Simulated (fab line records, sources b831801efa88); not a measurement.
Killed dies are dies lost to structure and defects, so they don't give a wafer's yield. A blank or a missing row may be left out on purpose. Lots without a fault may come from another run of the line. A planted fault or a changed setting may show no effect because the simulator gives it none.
fab line records | flow sky130
record lots=8 wafers=24 last_day=48
route steps=708 shown POLY_GATE@228 LDD_HVP@287 LDD_LDN@297 POLY_CUT@317 PAD_OPEN@708
lots that met no fault: from a run of the same line without faults
start_h: hours from the record's first day to the start of the lot's first wafer shown | wait_h: hours since the lot's step before | " the same as in the row above | L1.1+2: a row that stands for several wafers | - no value, or no start given | * or withheld: withheld | < > ~ a bound
route shown NAME@n: a module of which the file shows steps, and the number in the route of the first | usual: mean/standard deviation of fault-free wafers | same: alike in all rows | chamber/n: place in a boat | sites: the reading at each site | _std_site: their standard deviation | _edge_site: outer sites' mean less inner sites' | radius_mm: how far each site lies from the wafer's centre | mask NAME#n: copy n | behind: the tool/chamber that last shaped the wafer | hold: why the lot was held/for how many hours/how that ended | device: the transistor (n, p or np) that didn't switch | end of line: the same wafers' tests at the end of the route | a step without rows: its recipe alone | killed: dies lost to structure and defects at the first sort, not the wafer's yield | map: a wafer's dies, x killed, . not, _ none there
set.NAME: the setting as run; set.NAME@STEP: as run at that earlier step | model.NAME: the simulator's own value behind a step, which no gauge read
steps of the route over a sample of lots; a table a step, a row a wafer
services: from which hour (start_h, from the record's first day; less than 0 if before it) a tool's chamber was out of use, for how many hours, and why
## steps
# step SKY_POLY_GATE_OVL_MEAS_14
# usual POLY_GATE_OVL=1/5
# columns lot.wafer tool chamber start_h wait_h POLY_GATE_OVL[nm]
L929.2 overlay-02 - 392.14 0.1 9
L929.4 " - " " 2
L929.5 " - " " 10
L930.3 overlay-01 - 397.44 0.1 6
L930.5 " - " " -4
L930.6 " - " " -3
L931.1 overlay-01 - 406.58 0.1 3
L931.3 " - " " 2
L931.5 " - " " -2
L932.1 overlay-02 - 421.13 0.1 3
L932.5 " - " " -3
L932.6 " - " " 2
L934.2 overlay-02 - 429.59 0.1 4
L934.5 " - " " 7
L934.6 " - " " 8
L935.2 overlay-01 - 438.48 0.1 9
L935.4 " - " " 4
L935.5 " - " " 0
L936.4 overlay-02 - 458.95 0.1 -7
L936.5 " - " " 0
L936.6 " - " " -7
L937.2 overlay-01 - 460.48 0.1 1
L937.4 " - " " 4
L937.6 " - " " 1
# step SKY_LDD_HVP_STRIP_09
# recipe chemistry=O2/N2 power_w=1400 pressure_mtorr=1500 platen_temp_c=withheld o2_flow_sccm=3000 n2_flow_sccm=300 overash_fraction=0.5
# usual drypump_motor_current_A=5.67/0.25 oes_product_au=0.408/0.0043 strip_time_to_endpoint_s=4.138/0.017
# columns lot.wafer tool chamber start_h wait_h drypump_motor_current_A oes_product_au rf_hours_counter_h strip_time_to_endpoint_s
L929.2 plasma_asher-01 0 521.45 0.1 5.57 0.411 86 4.152
L929.4 " 1 " " 5.72 0.406 - 4.140
L929.5 " 0 " " 5.58 0.411 - 4.170
L930.3 plasma_asher-03 0 526.58 0.1 5.82 0.407 - 4.165
L930.5 " 0 " " 5.77 0.418 - 4.135
L930.6 " 1 " " 5.20 0.409 - 4.144
L931.1 plasma_asher-02 1 533.65 0.1 5.73 0.407 72 4.120
L931.3 " 0 " " 5.99 0.401 - 4.134
L931.5 " 0 " " 5.98 0.410 - 4.118
L932.1 plasma_asher-01 0 550.90 0.1 5.57 0.404 89 4.130
L932.5 " 1 " " 5.71 0.411 - 4.135
L932.6 " 0 " " 5.57 0.409 - 4.143
L934.2 plasma_asher-03 0 558.00 0.1 5.82 0.415 14 4.135
L934.5 " 1 " " 5.19 0.403 - 4.120
L934.6 " 0 " " 5.84 0.410 - 4.131
L935.2 plasma_asher-01 1 566.95 0.1 5.79 0.408 90 4.163
L935.4 " 1 " " 5.77 0.413 - 4.153
L935.5 " 1 " " 5.77 0.414 - 4.145
L936.4 plasma_asher-01 0 586.94 0.1 5.56 0.403 - 4.142
L936.5 " 0 " " 5.55 0.411 - 4.136
L936.6 " 1 " " 5.75 0.404 - 4.144
L937.2 plasma_asher-03 0 588.15 0.1 5.86 0.403 17 4.172
L937.4 " 0 " " 5.85 0.408 - 4.147
L937.6 " 1 " " 5.18 0.406 - 4.184
# step SKY_LDD_LDN_IMPLANT_08
# recipe species=As energy_kev=15 dose_cm2=1.25e+13 tilt_deg=withheld rotation_deg=23
# usual implant_ion_amu=75/0 rotation_deg=23.003/0.018
# columns lot.wafer tool chamber start_h wait_h implant_ion_amu rotation_deg
L929.2 implanter-03 0 552.05 0.0 75 22.973
L929.4 " 0 " " 75 23.005
L929.5 " 0 " " 75 22.975
L930.3 implanter-03 0 556.93 0.1 75 23.002
L930.5 " 0 " " 75 23.025
L930.6 " 0 " " 75 23.040
L931.1 implanter-02 0 564.39 0.0 75 23.016
L931.3 " 0 " " 75 23.010
L931.5 " 0 " " 75 23.022
L932.1 implanter-01 0 581.45 0.0 75 22.990
L932.5 " 0 " " 75 23.003
L932.6 " 0 " " 75 22.994
L934.2 implanter-03 0 588.40 0.0 49 23.010
L934.5 " 0 " " 49 23.008
L934.6 " 0 " " 49 22.998
L935.2 implanter-01 0 597.12 0.0 49 22.998
L935.4 " 0 " " 49 22.984
L935.5 " 0 " " 49 23.002
L936.4 implanter-02 0 617.95 0.1 49 23.010
L936.5 " 0 " " 49 22.985
L936.6 " 0 " " 49 22.981
L937.2 implanter-01 0 618.62 0.0 49 23.010
L937.4 " 0 " " 49 23.005
L937.6 " 0 " " 49 23.026
# step SKY_LDD_LDN_TW_MEAS_13
# usual LDD_LDN_TW=1487/19
# columns lot.wafer tool chamber start_h wait_h LDD_LDN_TW
L929.2 film_metro-03 - 552.74 0.1 1487
L929.4 " - " " 1469
L929.5 " - " " 1467
L930.3 film_metro-02 - 557.60 0.1 1499
L930.5 " - " " 1502
L930.6 " - " " 1501
L931.1 film_metro-02 - 565.09 0.1 1495
L931.3 " - " " 1499
L931.5 " - " " 1503
L932.1 film_metro-04 - 582.15 0.1 1486
L932.5 " - " " 1491
L932.6 " - " " 1472
L934.2 film_metro-02 - 589.09 0.1 1418
L934.5 " - " " 1413
L934.6 " - " " 1417
L935.2 film_metro-04 - 597.80 0.1 1393
L935.4 " - " " 1394
L935.5 " - " " 1382
L936.4 film_metro-04 - 618.61 0.1 1388
L936.5 " - " " 1392
L936.6 " - " " 1383
L937.2 film_metro-02 - 619.31 0.1 1409
L937.4 " - " " 1407
L937.6 " - " " 1408
# step SKY_POLY_CUT_ETCH_10
# recipe chemistry=N2/H2 target=BARC ion_energy_ev=200 source_w=500 bias_w=100 pressure_mtorr=30 n2_flow_sccm=100 h2_flow_sccm=200 stop_on=SiO2 time_s=45.9 target_depth_a=600
# usual drypump_motor_current_A=5.8/0.44 oes_product_au=0.854/0.0049 throttle_valve_pct=13.224/0.0087
# columns lot.wafer tool chamber start_h wait_h drypump_motor_current_A oes_product_au rf_hours_counter_h throttle_valve_pct
L929.2 rie_diel-04 0 585.17 0.0 5.3 0.854 1 13.224
L929.4 " 2 " " 5.5 0.850 12 13.221
L929.5 " 2 " " 5.5 0.853 - 13.219
L930.3 rie_diel-04 3 588.85 0.0 6.2 0.854 9 13.227
L930.5 " 0 " " 5.3 0.850 - 13.232
L930.6 " 3 " " 6.2 0.857 - 13.229
L931.1 rie_diel-03 2 597.17 0.0 5.4 0.852 8 13.210
L931.3 " 3 " " 5.3 0.849 1 13.227
L931.5 " 1 " " 5.8 0.851 - 13.211
L932.1 rie_diel-04 3 615.17 0.0 6.2 0.846 10 13.224
L932.5 " 3 " " 6.1 0.854 - 13.243
L932.6 " 2 " " 5.5 0.854 - 13.232
L934.2 rie_diel-02 0 621.50 0.0 5.2 0.855 18 13.242
L934.5 " 2 " " 6.5 0.848 - 13.217
L934.6 " 3 " " 6.1 0.847 - 13.223
L935.2 rie_diel-02 2 628.70 0.0 6.5 0.851 32 13.214
L935.4 " 1 " " 5.5 0.850 2 13.234
L935.5 " 3 " " 6.1 0.858 - 13.225
L936.4 rie_diel-02 2 650.50 0.0 6.6 0.853 - 13.214
L936.5 " 1 " " 5.5 0.859 - 13.223
L936.6 " 0 " " 5.3 0.847 - 13.225
L937.2 rie_diel-04 0 651.47 0.0 5.3 0.856 3 13.220
L937.4 " 1 " " 5.8 0.858 18 13.237
L937.6 " 2 " " 5.5 0.857 - 13.232
# step SKY_PAD_OPEN_PROBE_99
# usual killed_at_M0_to_M3=43/6.8 killed_at_M4_up=3.3/1.9 killed_at_contacts=24/5.3 killed_at_front_end=14/4.3 killed_at_other=0.3/0.62 killed_dies=85/9.8 killed_open=46/8 killed_short=39/5.9
# same gross_dies=492 killed_at_back_side=0
# columns lot.wafer tool chamber start_h wait_h killed_at_M0_to_M3 killed_at_M4_up killed_at_contacts killed_at_front_end killed_at_other killed_dies killed_open killed_short
L929.2 prober-01 - 1110.05 0.1 46 4 31 20 0 101 69 32
L929.4 prober-01 - 1110.15 0.2 33 3 28 18 0 82 47 35
L929.5 prober-01 - 1110.20 0.2 54 1 28 27 0 110 67 43
L930.3 prober-02 - 1112.97 0.2 49 3 27 10 1 90 54 36
L930.5 prober-02 - 1113.07 0.2 47 6 29 15 0 97 60 37
L930.6 prober-02 - 1113.12 0.2 39 4 25 7 0 75 36 39
L931.1 prober-01 - 1115.19 0.1 31 8 25 11 1 76 45 31
L931.3 prober-01 - 1115.29 0.2 33 4 19 10 1 67 29 38
L931.5 prober-01 - 1115.39 0.2 53 2 21 12 0 88 43 45
L932.1 prober-02 - 1128.88 0.1 53 3 35 22 0 113 65 48
L932.5 prober-02 - 1129.08 0.2 37 5 27 15 0 84 45 39
L932.6 prober-02 - 1129.13 0.2 51 1 23 14 0 89 51 38
L934.2 prober-02 - 1134.58 0.1 44 7 22 12 0 85 36 49
L934.5 prober-02 - 1134.73 0.2 36 0 27 10 2 75 43 32
L934.6 prober-02 - 1134.78 0.2 55 3 24 11 0 93 62 31
L935.2 prober-01 - 1136.61 0.1 51 7 27 17 0 102 54 48
L935.4 prober-01 - 1136.71 0.2 43 3 18 13 0 77 46 31
L935.5 prober-01 - 1136.76 0.2 44 1 16 15 0 76 40 36
L936.4 prober-02 - 1154.19 0.2 42 5 29 20 0 96 47 49
L936.5 prober-02 - 1154.24 0.2 42 8 18 16 0 84 52 32
L936.6 prober-02 - 1154.29 0.2 44 6 32 16 0 98 58 40
L937.2 prober-01 - 1155.98 0.1 48 1 14 19 0 82 50 32
L937.4 prober-01 - 1156.08 0.2 30 2 22 11 0 65 30 35
L937.6 prober-01 - 1156.18 0.2 45 5 34 17 0 101 56 45
# killed by level:class
L929.2 CONTACT:geometric_particle:open=15 VIA1:geometric_particle:open=12 LI_CONTACT:geometric_particle:open=10 VIA2:geometric_particle:open=8 FIELD_ISO:geometric_particle:open=6 VIA1:geometric_particle:short=5 VIA2:geometric_particle:short=5 VIA3:geometric_particle:open=4
L929.4 VIA1:geometric_particle:open=8 LI_CONTACT:geometric_particle:open=8 CONTACT:geometric_particle:open=8 FIELD_ISO:geometric_particle:open=7 METAL1:geometric_particle:short=7 CONTACT:geometric_particle:short=6 VIA2:geometric_particle:open=5 FIELD_ISO:geometric_particle:short=4
L929.5 VIA1:geometric_particle:open=16 VIA3:geometric_particle:open=10 FIELD_ISO:geometric_particle:open=8 VIA2:geometric_particle:open=8 LI_CONTACT:geometric_particle:open=7 CONTACT:geometric_particle:open=7 LOCAL_INTERCONNECT:geometric_particle:short=6 POLY_GATE:geometric_particle:short=6
L930.3 CONTACT:geometric_particle:open=11 VIA2:geometric_particle:open=10 VIA1:geometric_particle:open=9 LI_CONTACT:geometric_particle:open=7 CONTACT:geometric_particle:short=7 VIA3:geometric_particle:open=6 VIA1:geometric_particle:short=5 METAL1:geometric_particle:short=4
L930.5 VIA1:geometric_particle:open=12 CONTACT:geometric_particle:open=9 VIA2:geometric_particle:open=9 LI_CONTACT:geometric_particle:open=7 LOCAL_INTERCONNECT:geometric_particle:short=6 POLY_GATE:geometric_particle:open=5 METAL1:geometric_particle:short=5 VIA1:geometric_particle:short=5
L930.6 CONTACT:geometric_particle:open=9 VIA1:geometric_particle:short=7 VIA3:geometric_particle:open=6 VIA2:geometric_particle:open=6 CONTACT:geometric_particle:short=5 METAL2:geometric_particle:short=5 VIA1:geometric_particle:open=5 LI_CONTACT:geometric_particle:open=3
L931.1 VIA1:geometric_particle:open=8 CONTACT:geometric_particle:open=8 POLY_GATE:geometric_particle:open=6 VIA2:geometric_particle:open=5 LI_CONTACT:geometric_particle:open=5 METAL4:geometric_particle:short=5 CONTACT:geometric_particle:short=4 LOCAL_INTERCONNECT:geometric_particle:short=4
L931.3 VIA2:geometric_particle:open=7 CONTACT:geometric_particle:open=6 LI_CONTACT:geometric_particle:open=5 CONTACT:geometric_particle:short=5 VIA1:geometric_particle:open=5 VIA1:geometric_particle:short=5 METAL1:geometric_particle:short=4 VIA2:geometric_particle:short=4
L931.5 VIA1:geometric_particle:open=12 CONTACT:geometric_particle:open=7 METAL1:geometric_particle:short=7 VIA1:geometric_particle:short=6 VIA3:geometric_particle:open=6 METAL1:geometric_particle:open=5 METAL2:geometric_particle:short=5 FIELD_ISO:geometric_particle:short=4
L932.1 VIA1:geometric_particle:open=15 CONTACT:geometric_particle:open=14 VIA3:geometric_particle:open=10 METAL1:geometric_particle:short=10 LI_CONTACT:geometric_particle:open=8 VIA2:geometric_particle:open=7 CONTACT:geometric_particle:short=6 METAL2:geometric_particle:short=6
L932.5 CONTACT:geometric_particle:open=12 VIA1:geometric_particle:open=10 LOCAL_INTERCONNECT:geometric_particle:short=8 VIA2:geometric_particle:open=7 FIELD_ISO:geometric_particle:open=5 METAL1:geometric_particle:short=5 FIELD_ISO:geometric_particle:short=4 CONTACT:geometric_particle:short=4
L932.6 CONTACT:geometric_particle:open=11 VIA2:geometric_particle:open=9 VIA3:geometric_particle:open=7 VIA1:geometric_particle:open=6 VIA1:geometric_particle:short=6 CONTACT:geometric_particle:short=6 METAL3:geometric_particle:short=6 METAL1:geometric_particle:short=6
L934.2 METAL1:geometric_particle:short=11 VIA1:geometric_particle:open=7 METAL4:geometric_particle:short=6 LI_CONTACT:geometric_particle:open=5 LOCAL_INTERCONNECT:geometric_particle:short=5 CONTACT:geometric_particle:open=5 LI_CONTACT:geometric_particle:short=4 VIA1:geometric_particle:short=4
L934.5 CONTACT:geometric_particle:open=9 LI_CONTACT:geometric_particle:open=8 VIA1:geometric_particle:open=7 METAL2:geometric_particle:short=5 VIA3:geometric_particle:open=5 VIA2:geometric_particle:open=5 FIELD_ISO:geometric_particle:short=4 CONTACT:geometric_particle:short=4
L934.6 VIA3:geometric_particle:open=14 VIA1:geometric_particle:open=11 LI_CONTACT:geometric_particle:open=10 VIA2:geometric_particle:open=10 CONTACT:geometric_particle:open=9 METAL2:geometric_particle:short=6 VIA3:geometric_particle:short=5 POLY_GATE:geometric_particle:open=4
L935.2 VIA1:geometric_particle:open=13 CONTACT:geometric_particle:open=10 CONTACT:geometric_particle:short=7 METAL2:geometric_particle:short=7 METAL3:geometric_particle:short=6 VIA3:geometric_particle:open=6 METAL4:geometric_particle:short=6 METAL1:geometric_particle:short=5
L935.4 VIA1:geometric_particle:open=13 VIA3:geometric_particle:open=6 LI_CONTACT:geometric_particle:open=5 VIA1:geometric_particle:short=5 METAL2:geometric_particle:short=5 VIA2:geometric_particle:open=5 FIELD_ISO:geometric_particle:short=4 CONTACT:geometric_particle:short=4
L935.5 METAL2:geometric_particle:short=8 VIA1:geometric_particle:open=8 CONTACT:geometric_particle:open=7 METAL1:geometric_particle:short=5 LI_CONTACT:geometric_particle:open=4 VIA2:geometric_particle:open=4 VIA3:geometric_particle:open=4 FIELD_ISO:geometric_particle:short=3
L936.4 CONTACT:geometric_particle:open=9 CONTACT:geometric_particle:short=7 VIA3:geometric_particle:open=7 VIA1:geometric_particle:open=6 VIA2:geometric_particle:open=6 POLY_GATE:geometric_particle:short=5 LI_CONTACT:geometric_particle:open=5 METAL2:geometric_particle:short=5
L936.5 VIA1:geometric_particle:open=17 CONTACT:geometric_particle:open=8 FIELD_ISO:geometric_particle:open=6 POLY_GATE:geometric_particle:open=4 METAL1:geometric_particle:short=4 METAL2:geometric_particle:short=4 VIA1:geometric_particle:short=4 VIA2:geometric_particle:open=4
L936.6 VIA1:geometric_particle:open=11 VIA3:geometric_particle:open=10 CONTACT:geometric_particle:open=8 LI_CONTACT:geometric_particle:open=7 CONTACT:geometric_particle:short=7 VIA2:geometric_particle:open=6 POLY_GATE:geometric_particle:short=5 METAL4:geometric_particle:short=5
L937.2 VIA1:geometric_particle:open=14 VIA3:geometric_particle:open=10 VIA2:geometric_particle:open=7 FIELD_ISO:geometric_particle:short=6 LOCAL_INTERCONNECT:geometric_particle:short=6 METAL2:geometric_particle:short=6 FIELD_ISO:geometric_particle:open=4 VIA1:geometric_particle:short=4
L937.4 CONTACT:geometric_particle:open=7 VIA1:geometric_particle:open=7 FIELD_ISO:geometric_particle:short=5 VIA2:geometric_particle:short=4 CONTACT:geometric_particle:short=4 LI_CONTACT:geometric_particle:short=4 LOCAL_INTERCONNECT:geometric_particle:short=4 VIA1:geometric_particle:short=4
L937.6 CONTACT:geometric_particle:open=11 VIA1:geometric_particle:open=10 LI_CONTACT:geometric_particle:open=9 METAL2:geometric_particle:short=9 VIA3:geometric_particle:open=8 FIELD_ISO:geometric_particle:short=7 FIELD_ISO:geometric_particle:open=6 VIA1:geometric_particle:short=6
## services
# columns tool chamber start_h hours kind
rie_diel-02 2 506.62 8.3 repair
plasma_asher-02 - 517.89 13.6 pm
rie_diel-02 1 523.47 - clean
rie_diel-02 1 523.47 14.9 scheduled_down
rie_diel-02 1 523.47 14.9 vent_cycle
implanter-01 - 525.41 4.5 pm
rie_diel-04 3 527.85 17.5 repair
implanter-01 - 532.41 1.4 repair
rie_diel-04 - 539.77 14.6 pm
rie_diel-02 - 541.57 0.6 repair
rie_diel-03 3 544.26 5.0 repair
implanter-01 - 546.90 2.0 repair
rie_diel-03 3 549.30 - clean
plasma_asher-01 - 553.92 1.5 repair
rie_diel-04 - 562.54 0.4 repair
rie_diel-02 2 580.07 7.0 repair
rie_diel-02 1 593.01 4.8 repair
implanter-01 - 602.79 2.7 pm
rie_diel-02 - 606.96 2.0 repair
implanter-03 - 614.30 2.1 repair
plasma_asher-01 - 624.99 2.8 pm
implanter-03 - 634.23 3.4 pm
rie_diel-02 3 642.91 15.9 repair
plasma_asher-03 - 645.12 1.2 repair
## key
first_sign step=SKY_LDD_LDN_IMPLANT_08 reading=implant_ion_amu direction=down sigmas=99+ usual=75 struck=49
effect step=SKY_LDD_LDN_TW_MEAS_13 reading=LDD_LDN_TW direction=down sigmas=4.6 usual=1487 struck=1400
met_at SKY_LDD_LDN_IMPLANT_08
struck_lots L934,L935,L936,L937
tester_left_out L934,L935,L936,L937
not_acting_at SKY_POLY_GATE_OVL_MEAS_14,SKY_LDD_HVP_STRIP_09,SKY_POLY_CUT_ETCH_10
onset_between 581.45 588.40
fault kind=wrong_recipe_download tool=implanter-01,implanter-02,implanter-03 chamber=- onset_h=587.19 steps=SKY_LDD_LDN_IMPLANT_08 wrong_recipe.not_listed=1
# tester_left_out: of these lots the tester's yield and bins aren't shown, on N5 and GAA mostly nor the transistor test; their killed dies are dies lost to structure and defects alone, not to doping, threshold or leakage, so they don't give the yield
